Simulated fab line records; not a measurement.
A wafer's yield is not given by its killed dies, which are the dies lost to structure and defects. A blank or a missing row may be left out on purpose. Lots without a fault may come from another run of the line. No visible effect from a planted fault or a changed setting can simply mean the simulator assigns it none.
Code-filled problem report in 8D (eight disciplines) form || flow gf180mcu || the parts of the form that need people (team, actions taken, sign-off) are left out

## 1. THE PROBLEM
Mean DUAL_GATE_OXIDATION_00_THK at GF_DUAL_GATE_THK_MEAS_03: 16.75 nm over 6 wafers in 2 lots; fault-free wafers: 10.87 nm, standard deviation 0.2. That is +29 standard deviations from the usual mean.
First seen on wafer L859.1, day 11 00:41, on filmMetro-01. The record holds 42 wafers of 14 lots with a number at this step. The rule behind "out" and "out of limits": a value lying over 4 standard deviations away from the usual mean. The rest of the wafers with a number are treated as sound.

## 2. WHAT IT IS, AND WHAT IT ISN'T
{"question": "which readings at this step", "is": "DUAL_GATE_OXIDATION_00_THK", "is not": "-"}
{"question": "which lots", "is": "L859, L860", "is not": "L847, L848, L849, L850, L851, L852, L853, L854, L855, L862, L863, L865"}
{"question": "which wafers of those lots", "is": "all that have a number", "is not": "-"}
{"question": "read on which gauges", "is": "filmMetro-01", "is not": "filmMetro-02, filmMetro-03"}
{"question": "when", "is": "from day 11 00:41", "is not": "up to then (27 sound wafers); but 9 sound wafers of L862, L863, L865 came after"}

## 3. THE SUSPECTS, EACH WITH WHAT RULES IT OUT
Counting: a tool at any process step up to the reading remains a suspect when it ran all the lots that are out and ran no sound lot after the first of those.
- the gauge at GF_DUAL_GATE_THK_MEAS_03: kept. All the wafers that are out were read on filmMetro-01, and no step on other tools shows them out.
- furnace-01 at GF_DUAL_GATE_OXIDATION_02 (stabilise 600 s, purge 300 s, target thk 10.887 nm): kept. Every lot that is out went through it, starting with L859 (day 10 23:14), and after that it ran no sound lot; the last sound lot it ran before then is L855 (day 9 18:02).
What counting leaves: furnace-01 at GF_DUAL_GATE_OXIDATION_02 and filmMetro-01 at GF_DUAL_GATE_THK_MEAS_03.

## 4. THE CAUSE (what the simulator had put in)
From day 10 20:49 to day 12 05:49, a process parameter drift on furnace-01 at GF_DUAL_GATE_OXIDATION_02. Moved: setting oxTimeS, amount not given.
2 suspects survive the count, and this tool is in that group.

## 5. THE CHAIN OF EFFECTS, in route order
Rows list readings where the struck wafers' mean (over those with a number) sits beyond 3 standard deviations from the usual. Scope: only readings with a usual standard deviation given in the record; hours: median across lots of the time from each lot's start at the first step in this table that gives one to its start at this step; sigmas: change in usual standard deviations.
{"hours": 0, "step": "GF_DUAL_GATE_THK_MEAS_03", "reading": "DUAL_GATE_OXIDATION_00_THK", "usual": "10.87 nm", "on struck wafers": 16.75, "change": "+5.88", "sigmas": "+29"}
At these later measuring or inspecting steps, every struck wafer for which the step has a row has a number for every such reading, and none has moved that far: GF_HV_LDD_OVL_MEAS_08.

## 6. WHAT WOULD HAVE CAUGHT IT SOONER
Counted from the fault's start at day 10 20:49, it took 4 hours until the first out-of-limits reading at a measuring or inspecting step in this record, taken at day 11 00:41.
Among the 2 lots that are out, L860 began GF_DUAL_GATE_OXIDATION_02 on furnace-01 after day 11 00:41. It would have been spared by a hold on the tool at that moment.
